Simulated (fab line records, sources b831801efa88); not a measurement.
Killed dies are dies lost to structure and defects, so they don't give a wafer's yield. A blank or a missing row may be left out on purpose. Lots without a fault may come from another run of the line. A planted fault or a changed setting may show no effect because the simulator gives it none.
fab line records | flow sky130
record lots=13 wafers=39 last_day=50
route steps=708 shown FIELD_ISO@5 NWELL@78 VT_ADJUST_HVTR@138 LDD_N@252 PAD_OPEN@708
lots that met no fault: from a run of the same line without faults
start_h: hours from the record's first day to the start of the lot's first wafer shown | wait_h: hours since the lot's step before | " the same as in the row above | L1.1+2: a row that stands for several wafers | - no value, or no start given | * or withheld: withheld | < > ~ a bound
route shown NAME@n: a module of which the file shows steps, and the number in the route of the first | usual: mean/standard deviation of fault-free wafers | same: alike in all rows | chamber/n: place in a boat | sites: the reading at each site | _std_site: their standard deviation | _edge_site: outer sites' mean less inner sites' | radius_mm: how far each site lies from the wafer's centre | mask NAME#n: copy n | behind: the tool/chamber that last shaped the wafer | hold: why the lot was held/for how many hours/how that ended | device: the transistor (n, p or np) that didn't switch | end of line: the same wafers' tests at the end of the route | a step without rows: its recipe alone | killed: dies lost to structure and defects at the first sort, not the wafer's yield | map: a wafer's dies, x killed, . not, _ none there
set.NAME: the setting as run; set.NAME@STEP: as run at that earlier step | model.NAME: the simulator's own value behind a step, which no gauge read
steps of the route over a sample of lots; a table a step, a row a wafer
services: from which hour (start_h, from the record's first day; less than 0 if before it) a tool's chamber was out of use, for how many hours, and why
## steps
# step SKY_FIELD_ISO_THK_MEAS_04
# recipe reads=Si3N4_of_FIELD_ISO_CVD_03
# usual FIELD_ISO_CVD_03_THK=164.1/1.2
# columns lot.wafer tool chamber start_h wait_h FIELD_ISO_CVD_03_THK[nm]
L167.1 film_metro-02 - 27.01 0.0 164.2
L167.5 " - " " 163.2
L167.6 " - " " 162.7
L169.1 film_metro-04 - 40.08 0.0 161.9
L169.4 " - " " 163.1
L169.6 " - " " 162.8
L170.1 film_metro-02 - 42.76 0.0 162.9
L170.3 " - " " 163.0
L170.6 " - " " 164.8
L174.1 film_metro-02 - 63.47 0.0 164.3
L174.2 " - " " 163.0
L174.5 " - " " 163.4
L176.4 film_metro-02 - 73.37 0.0 164.9
L176.5 " - " " 164.4
L176.6 " - " " 164.3
L178.2 film_metro-04 - 83.66 0.0 164.5
L178.3 " - " " 164.4
L178.5 " - " " 164.2
L179.2 film_metro-04 - 92.23 0.0 164.8
L179.3 " - " " 163.9
L179.6 " - " " 163.5
L181.1 film_metro-02 - 95.06 0.0 163.3
L181.2 " - " " 162.6
L181.3 " - " " 163.6
L182.1 film_metro-03 - 98.95 0.0 166.0
L182.3 " - " " 167.6
L182.6 " - " " 166.7
L184.2 film_metro-03 - 111.30 0.0 163.3
L184.4 " - " " 164.6
L184.6 " - " " 162.9
L187.2 film_metro-02 - 126.25 0.0 164.2
L187.4 " - " " 164.9
L187.5 " - " " 164.1
L186.3 film_metro-04 - 126.26 0.0 164.2
L186.4 " - " " 164.7
L186.5 " - " " 164.5
L188.1 film_metro-02 - 134.32 0.0 162.9
L188.3 " - " " 164.1
L188.6 " - " " 164.5
# step SKY_NWELL_STRIP_25
# recipe chemistry=O2/N2 power_w=1400 pressure_mtorr=1500 platen_temp_c=withheld o2_flow_sccm=3000 n2_flow_sccm=300 overash_fraction=0.5
# usual drypump_motor_current_A=5.8/0.44 oes_product_au=0.722/0.005 strip_time_to_endpoint_s=36.93/0.089
# columns lot.wafer tool chamber start_h wait_h drypump_motor_current_A oes_product_au rf_hours_counter_h strip_time_to_endpoint_s
L167.1 plasma_asher-03 0 122.88 0.1 5.8 0.731 46 37.06
L167.5 " 1 " " 6.2 0.719 - 37.11
L167.6 " 0 " " 5.8 0.722 - 37.04
L169.1 plasma_asher-04 1 152.62 0.1 5.7 0.714 3 36.99
L169.4 " 1 " " 5.7 0.725 - 37.03
L169.6 " 1 " " 5.7 0.729 - 36.90
L170.1 plasma_asher-02 1 153.13 0.1 4.8 0.719 34 36.85
L170.3 " 1 " " 4.8 0.725 - 36.92
L170.6 " 0 " " 6.1 0.723 - 36.87
L174.1 plasma_asher-04 0 166.08 0.1 5.9 0.715 4 36.77
L174.2 " 1 " " 5.7 0.720 4 36.85
L174.5 " 0 " " 5.9 0.721 - 36.83
L176.4 plasma_asher-04 1 171.46 0.1 5.7 0.720 - 36.79
L176.5 " 1 " " 5.7 0.722 - 36.77
L176.6 " 0 " " 5.9 0.730 - 36.95
L178.2 plasma_asher-02 1 186.73 0.1 4.8 0.717 38 36.90
L178.3 " 1 " " 4.8 0.720 - 36.87
L178.5 " 0 " " 6.1 0.720 - 36.87
L181.1 plasma_asher-03 0 210.27 0.1 5.8 0.732 54 36.93
L181.2 " 1 " " 6.2 0.723 54 36.97
L181.3 " 0 " " 5.8 0.727 - 36.98
L179.2 plasma_asher-02 1 212.12 0.1 4.8 0.731 40 36.78
L179.3 " 1 " " 4.8 0.723 - 36.83
L179.6 " 0 " " 6.1 0.718 - 36.73
L182.1 plasma_asher-03 0 226.18 0.1 5.8 0.723 55 36.96
L182.3 " 0 " " 5.8 0.725 - 36.95
L182.6 " 1 " " 6.2 0.726 - 36.87
L184.2 plasma_asher-04 1 231.38 0.1 5.7 0.722 11 36.90
L184.4 " 0 " " 5.9 0.725 - 36.98
L184.6 " 1 " " 5.7 0.721 - 36.97
L186.3 plasma_asher-04 1 237.26 0.1 5.7 0.718 - 37.11
L186.4 " 0 " " 5.9 0.734 - 36.94
L186.5 " 0 " " 5.9 0.713 - 37.09
L187.2 plasma_asher-02 0 239.62 0.1 6.1 0.725 43 36.89
L187.4 " 1 " " 4.8 0.721 - 37.03
L187.5 " 0 " " 6.1 0.727 - 36.94
L188.1 plasma_asher-04 1 246.82 0.1 5.7 0.714 12 36.91
L188.3 " 1 " " 5.7 0.725 - 36.91
L188.6 " 1 " " 5.7 0.733 - 36.89
# step SKY_VT_ADJUST_HVTR_CD_MEAS_07
# recipe target_cd_nm=380
# usual cd_nm=380.2/2.6
# columns lot.wafer tool chamber start_h wait_h cd_nm
L167.1 cd_sem-02 - 222.64 0.1 375.1
L167.5 " - " " 377.3
L167.6 " - " " 376.5
L169.1 cd_sem-02 - 264.24 0.1 384.7
L169.4 " - " " 383.2
L169.6 " - " " 384.1
L170.1 cd_sem-01 - 264.49 0.1 382.3
L170.3 " - " " 385.1
L170.6 " - " " 381.2
L174.1 cd_sem-01 - 277.74 0.1 384.3
L174.2 " - " " 386.1
L174.5 " - " " 384.6
L176.4 cd_sem-01 - 283.30 0.1 380.0
L176.5 " - " " 378.0
L176.6 " - " " 378.3
L178.2 cd_sem-02 - 301.86 0.1 380.9
L178.3 " - " " 380.6
L178.5 " - " " 379.3
L181.1 cd_sem-02 - 332.18 0.1 379.8
L181.2 " - " " 378.8
L181.3 " - " " 375.8
L179.2 cd_sem-01 - 333.10 0.1 376.5
L179.3 " - " " 375.2
L179.6 " - " " 374.6
L182.1 cd_sem-01 - 351.29 0.1 382.1
L182.3 " - " " 380.9
L182.6 " - " " 386.4
L184.2 cd_sem-02 - 357.20 0.1 381.4
L184.4 " - " " 381.5
L184.6 " - " " 379.8
L186.3 cd_sem-02 - 365.48 0.1 379.3
L186.4 " - " " 380.6
L186.5 " - " " 378.5
L187.2 cd_sem-02 - 368.21 0.1 378.2
L187.4 " - " " 379.7
L187.5 " - " " 379.9
L188.1 cd_sem-02 - 373.73 0.1 377.8
L188.3 " - " " 380.2
L188.6 " - " " 380.5
# step SKY_LDD_N_IMPLANT_15
# recipe species=BF2 energy_kev=50 dose_cm2=5e+12 tilt_deg=30 rotation_deg=270
# usual dose_ions_cm2=5e+12/5.1e+09 faraday_current_uA=28.2/0.55
# columns lot.wafer tool chamber start_h wait_h dose_ions_cm2 faraday_current_uA
L167.1 implanter-03 0 422.69 0.1 5.001e+12 28.0
L167.5 " 0 " " 5e+12 27.8
L167.6 " 0 " " 5.003e+12 29.0
L169.1 implanter-02 0 475.53 0.1 5.006e+12 27.9
L169.4 " 0 " " 4.999e+12 27.4
L169.6 " 0 " " 5.004e+12 28.1
L170.1 implanter-01 0 477.37 0.1 4.997e+12 28.2
L170.3 " 0 " " 4.998e+12 28.4
L170.6 " 0 " " 4.991e+12 29.1
L174.1 implanter-02 0 497.24 0.1 7.703e+12 43.3
L174.2 " 0 " " 7.702e+12 43.5
L174.5 " 0 " " 7.709e+12 43.6
L176.4 implanter-02 0 500.51 0.1 7.69e+12 42.0
L176.5 " 0 " " 7.697e+12 42.3
L176.6 " 0 " " 7.693e+12 42.5
L178.2 implanter-02 0 532.87 0.1 7.708e+12 43.3
L178.3 " 0 " " 7.702e+12 44.9
L178.5 " 0 " " 7.708e+12 42.9
L181.1 implanter-01 0 556.92 0.1 4.998e+12 29.3
L181.2 " 0 " " 5.01e+12 28.4
L181.3 " 0 " " 4.999e+12 27.8
L179.2 implanter-03 0 559.14 0.1 5.002e+12 28.0
L179.3 " 0 " " 5.001e+12 26.8
L179.6 " 0 " " 4.999e+12 27.9
L182.1 implanter-01 0 574.78 0.1 4.992e+12 28.1
L182.3 " 0 " " 4.991e+12 28.2
L182.6 " 0 " " 4.994e+12 27.8
L184.2 implanter-03 0 580.70 0.1 4.997e+12 27.5
L184.4 " 0 " " 4.999e+12 27.6
L184.6 " 0 " " 4.991e+12 28.3
L187.2 implanter-01 0 597.12 0.1 4.996e+12 28.9
L187.4 " 0 " " 5.006e+12 29.2
L187.5 " 0 " " 5.003e+12 28.1
L186.3 implanter-01 0 598.88 0.1 5.003e+12 29.2
L186.4 " 0 " " 4.994e+12 28.4
L186.5 " 0 " " 4.999e+12 28.4
L188.1 implanter-03 0 600.37 0.1 5.005e+12 28.2
L188.3 " 0 " " 5.005e+12 28.3
L188.6 " 0 " " 5.002e+12 30.0
# step SKY_PAD_OPEN_PROBE_99
# usual killed_at_M0_to_M3=42/6.4 killed_at_M4_up=2.9/1.7 killed_at_contacts=25/5.2 killed_at_front_end=16/4.4 killed_at_other=0.4/0.65 killed_dies=86/9.2 killed_open=47/6.6 killed_short=39/5.8
# same gross_dies=492 killed_at_back_side=0
# columns lot.wafer tool chamber start_h wait_h killed_at_M0_to_M3 killed_at_M4_up killed_at_contacts killed_at_front_end killed_at_other killed_dies killed_open killed_short
L176.4 prober-02 - 1142.59 0.2 38 3 25 12 1 79 43 36
L176.5 prober-02 - 1142.64 0.2 43 4 18 13 1 79 46 33
L176.6 prober-02 - 1142.69 0.2 49 1 28 7 2 87 53 34
L179.2 prober-01 - 1176.67 0.1 47 1 31 11 0 90 52 38
L179.3 prober-01 - 1176.72 0.2 50 6 24 11 0 91 44 47
L179.6 prober-01 - 1176.87 0.2 43 2 16 12 0 73 38 34
# killed by level:class
L176.4 CONTACT:geometric_particle:open=10 VIA1:geometric_particle:open=8 VIA3:geometric_particle:open=7 METAL1:geometric_particle:short=6 METAL2:geometric_particle:short=6 POLY_GATE:geometric_particle:open=5 LOCAL_INTERCONNECT:geometric_particle:short=5 LI_CONTACT:geometric_particle:open=4
L176.5 VIA1:geometric_particle:open=11 VIA3:geometric_particle:open=8 CONTACT:geometric_particle:open=7 LI_CONTACT:geometric_particle:open=6 FIELD_ISO:geometric_particle:short=5 VIA1:geometric_particle:short=5 METAL1:geometric_particle:short=5 FIELD_ISO:geometric_particle:open=4
L176.6 VIA1:geometric_particle:open=10 CONTACT:geometric_particle:open=9 LI_CONTACT:geometric_particle:open=8 VIA2:geometric_particle:open=8 VIA3:geometric_particle:open=8 METAL2:geometric_particle:short=5 METAL1:geometric_particle:short=4 VIA2:geometric_particle:short=4
L179.2 VIA1:geometric_particle:open=13 VIA3:geometric_particle:open=10 CONTACT:geometric_particle:open=9 LI_CONTACT:geometric_particle:open=8 LOCAL_INTERCONNECT:geometric_particle:short=6 CONTACT:geometric_particle:short=6 METAL1:geometric_particle:short=6 VIA3:geometric_particle:short=5
L179.3 VIA1:geometric_particle:open=11 METAL2:geometric_particle:short=9 CONTACT:geometric_particle:open=8 VIA2:geometric_particle:open=7 LOCAL_INTERCONNECT:geometric_particle:short=6 LI_CONTACT:geometric_particle:open=6 METAL1:geometric_particle:short=6 VIA1:geometric_particle:short=5
L179.6 VIA3:geometric_particle:open=8 CONTACT:geometric_particle:open=7 VIA1:geometric_particle:short=7 VIA1:geometric_particle:open=6 METAL1:geometric_particle:short=5 METAL2:geometric_particle:short=5 POLY_GATE:geometric_particle:open=4 FIELD_ISO:geometric_particle:open=3
## services
# columns tool chamber start_h hours kind
plasma_asher-04 - 108.75 9.0 pm
implanter-02 - 127.71 1.4 repair
implanter-03 - 135.41 2.0 repair
implanter-03 - 220.61 4.3 pm
implanter-01 - 224.85 34.9 repair
implanter-01 - 233.24 3.8 repair
implanter-02 - 250.43 6.7 pm
implanter-02 - 258.09 78.3 pm
implanter-01 - 259.80 5.8 pm
implanter-01 - 265.26 4.3 repair
implanter-01 - 292.63 4.6 repair
implanter-03 - 303.41 2.0 repair
implanter-01 - 329.61 1.6 repair
implanter-02 - 336.36 5.7 pm
implanter-01 - 352.05 1.1 repair
plasma_asher-02 - 359.01 8.8 repair
plasma_asher-02 - 367.70 5.1 repair
implanter-03 - 378.00 3.1 repair
implanter-02 - 380.38 3.1 repair
implanter-03 - 453.35 73.0 pm
plasma_asher-02 - 465.18 2.8 pm
plasma_asher-04 - 469.09 1.9 repair
plasma_asher-02 - 487.95 0.7 repair
plasma_asher-04 - 582.39 2.9 repair
## key
first_sign step=SKY_LDD_N_IMPLANT_15 reading=dose_ions_cm2 direction=up sigmas=99+ usual=* struck=*
effect step=SKY_LDD_N_IMPLANT_15 reading=faraday_current_uA direction=up sigmas=27 usual=28.2 struck=43.1
met_at SKY_LDD_N_IMPLANT_15
struck_lots L174,L176,L178
tester_left_out L174,L176,L178
not_acting_at SKY_FIELD_ISO_THK_MEAS_04,SKY_NWELL_STRIP_25,SKY_VT_ADJUST_HVTR_CD_MEAS_07
onset_between 475.53 497.24
fault kind=process_parameter_drift tool=implanter-02 chamber=- onset_h=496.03 steps=SKY_LDD_N_IMPLANT_15 channel=dose_cm2 offset=* shape=step end_h=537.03 acts_in=* stated=*
# tester_left_out: of these lots the tester's yield and bins aren't shown, on N5 and GAA mostly nor the transistor test; their killed dies are dies lost to structure and defects alone, not to doping, threshold or leakage, so they don't give the yield
